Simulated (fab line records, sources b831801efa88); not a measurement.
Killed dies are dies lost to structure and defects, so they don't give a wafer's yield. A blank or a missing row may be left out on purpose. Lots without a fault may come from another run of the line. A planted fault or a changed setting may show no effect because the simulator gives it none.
A struck lot beside a sound one | flow sfq_line | 14 steps out of a route of 325
Sound: wafers L674.2, L674.5, L674.6. Struck: wafers L676.1, L676.2, L676.3. The cause comes at the end.
At each step with rows: each side's tool, then ch and its chambers, then its first start. Under that, the readings that differ: sound wafers | struck wafers | difference of the means | sigmas: that difference in standard deviations of wafers without a fault.
alike: readings whose means differ by less than 2 such deviations, and words and numbers that are the same on both sides. not compared: withheld readings, readings that some wafer has no value for, bounds like >300 that may hide the same value, and numbers for which the record gives no deviation and whose values overlap.
The two part at a step that has a row with sigmas, a row that says differs or no value, or rows on one side only. Numbers that don't overlap but have no deviation are shown without sigmas and don't part them. A reading that every wafer of one side lacks parts them only if that side has two wafers or more.

first, 3 steps without rows for these wafers: SFQ_TRILAYER_I7_VIA_LITHO_EXPOSE_188 (exposes mask I7, target cd 1000 nm); SFQ_TRILAYER_I7_VIA_LITHO_PEB_190 (peb time 60 s); SFQ_TRILAYER_I7_VIA_LITHO_DEVELOP_189 (time 60 s).
SFQ_I7_OVL_MEAS_947:
  sound on overlay-02, day 71 23:31; struck on overlay-01, day 72 01:55
  alike: I7_OVL
SFQ_TRILAYER_I7_VIA_BARC_OPEN_VIA_ETCH_260: etches BARC in O2, target depth 125 nm, time 41.7 s.
  sound on rie_diel-02 ch 2,3, day 71 23:32; struck on rie_diel-01 ch 0,1,2, day 72 01:56
  alike: drypump_motor_current_A, oes_product_au
  not compared: rf_hours_counter_h
SFQ_TRILAYER_I7_VIA_ETCH_VIA_ETCH_190: etches SiO2 in CHF3, stops on Nb, target depth 260 nm.
  sound on rie_diel-02 ch 2,3, day 71 23:35; struck on rie_diel-01 ch 0,1,2, day 72 01:59
  alike: drypump_motor_current_A, oes_product_au
SFQ_TRILAYER_I7_VIA_STRIP_STRIP_191: strips in O2.
  sound on rie_metal-02 ch 0,1, day 71 23:42; struck on rie_metal-02 ch 0,1, day 72 02:06
  alike: drypump_motor_current_A, oes_product_au, platen_temp_c
  not compared: rf_hours_counter_h
then, 5 steps without rows for these wafers: SFQ_TRILAYER_I7_VIA_STRIP_SOLV_CLEAN_192 (cleans in NMP, time 600 s); SFQ_TRILAYER_M8_LITHO_LOR_COAT_197; SFQ_TRILAYER_M8_LITHO_LOR_BAKE_198; SFQ_TRILAYER_M8_LITHO_COAT_193 (resist thk 600 nm); SFQ_TRILAYER_M8_LITHO_SOFTBAKE_199.
-- the record jumps here: 5 days lie between the struck wafers' starts before and after --
SFQ_TRILAYER_M8_LITHO_EXPOSE_194: exposes mask M8, target cd 2000 nm.
  sound on krf_scanner-01 ch 0, day 76 14:29; struck on krf_scanner-01, day 76 17:53
  no value came back on the struck wafers for exposure_dose_mJ_cm2, focus_offset_nm (nm), na; on the sound wafers exposure_dose_mJ_cm2 reads 14.390 14.392 14.402
  alike: mask
then, 1 step without rows for these wafers: SFQ_TRILAYER_M8_LITHO_PEB_196 (peb time 60 s).

WHERE THEY PART
Only at SFQ_TRILAYER_M8_LITHO_EXPOSE_194, within this record.

WHY: what the simulator had put in
Skipped step whole: krf_scanner-01, from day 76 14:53 on, at SFQ_TRILAYER_M8_LITHO_EXPOSE_194. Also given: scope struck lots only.
